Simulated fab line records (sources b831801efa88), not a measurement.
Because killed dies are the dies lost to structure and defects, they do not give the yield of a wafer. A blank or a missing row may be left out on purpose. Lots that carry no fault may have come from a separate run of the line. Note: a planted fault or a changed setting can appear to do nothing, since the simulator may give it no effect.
Problem report, 8D (eight disciplines) form, completed by code | flow gf180mcu | the parts of the form that need people (team, actions taken, sign-off) are left out

## 1. WHAT WENT WRONG
Wafers free of any fault read 10.08 nm (standard deviation 0.15) for STI_OXIDATION_02_THK at GF_STI_THK_MEAS_30, against a mean of 13.71 nm on 6 wafers of 2 lots. Measured from the usual mean, that is +24 standard deviations.
Seen first at day 3 02:40 on filmMetro-03, wafer L397.2. At this step, 39 wafers from 13 lots have a number in the record. Rule for "out" (also "out of limits"): further than 4 standard deviations from the usual mean. All remaining wafers that have a number are taken as sound.

## 2. WHAT IT IS, WHAT IT ISN'T
question                    | is                         | is not
which readings at this step | STI_OXIDATION_02_THK       | -
which lots                  | L397, L398                 | L394, L395, L396, L399, L400, L406, L411, L412, L413, L414, L416
which wafers of those lots  | all that have a number     | -
read on which gauges        | filmMetro-01, filmMetro-03 | filmMetro-02
when                        | from day 3 02:40           | up to then (9 sound wafers); but 24 sound wafers of L399, L400, L406, L411, L412, L413, L414, L416 came after

## 3. SUSPECTS, AND WHAT RULES EACH OUT
Counting: a tool stays on the suspect list if, at a process step up to the reading, it processed all lots that are out and no sound lot following the first of them.
- the gauge at GF_STI_THK_MEAS_30 is ruled out. Those wafers that are out were read across 2 gauges (filmMetro-01, filmMetro-03).
- furnace-02 at GF_STI_OXIDATION_29 (stabilise 600 s, purge 300 s, target thk 10 nm): ruled out as a lasting fault. After its first lot that is out, L397 (day 3 01:16), sound lots L412, L413, L416 ran on it.
Left after counting: nothing in the record.

## 4. THE CAUSE (what the simulator had put in)
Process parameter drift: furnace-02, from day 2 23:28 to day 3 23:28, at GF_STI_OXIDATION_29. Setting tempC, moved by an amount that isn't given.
It was ruled out by counting, in error; the rule expects a fault to strike all lots run on its tool from its start on, and this fault did not.

## 5. SEQUENCE OF EFFECTS, ordered by route
Each row: a reading whose mean over the struck wafers that have a number lies more than 3 standard deviations from the usual. Only readings for which the record gives a usual standard deviation are gone through. hours: the time from each lot's start at the first step in this table that gives one to its start at this step, as a median over the lots. sigmas: the change in usual standard deviations.
hours | step                | reading              | usual    | on struck wafers | change | sigmas
0     | GF_STI_OXIDATION_29 | spikeTcBottomC       | 915.6 C  | 944.4            | +28.8  | +24
0     | GF_STI_OXIDATION_29 | spikeTcCentreC       | 899.3 C  | 929.8            | +30.5  | +22
0     | GF_STI_OXIDATION_29 | spikeTcLowerC        | 900.6 C  | 930.9            | +30.3  | +31
0     | GF_STI_OXIDATION_29 | spikeTcTopC          | 911.6 C  | 943.6            | +32.0  | +11
0     | GF_STI_OXIDATION_29 | spikeTcUpperC        | 899.9 C  | 930.5            | +30.6  | +28
0     | GF_STI_OXIDATION_29 | zonePowerUpperPct    | 18.07 %  | 19.50            | +1.43  | +7.9
1     | GF_STI_THK_MEAS_30  | STI_OXIDATION_02_THK | 10.08 nm | 13.71            | +3.63  | +24
Process steps it contains:
- GF_STI_OXIDATION_29: stabilise 600 s, purge 300 s, target thk 10 nm.
Later measuring or inspecting steps at which every struck wafer that the step has a row for has a number for every such reading, and none has moved that far: GF_HV_LDD_OVL_MEAS_08, GF_HV_LDD_OVL_MEAS_47, GF_SAB_CD_MEAS_09.

## 6. HOW IT WOULD HAVE BEEN CAUGHT EARLIER
3 hours passed between the start of the fault at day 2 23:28 and the first reading out of limits at a measuring or inspecting step in this record, taken at day 3 02:40.
Tool's own readings at GF_STI_OXIDATION_29, spikeTcBottomC, spikeTcCentreC, spikeTcLowerC, spikeTcTopC, spikeTcUpperC, zonePowerUpperPct: out on all struck wafers the step has rows for; an alarm limit on them would have tripped on the first.
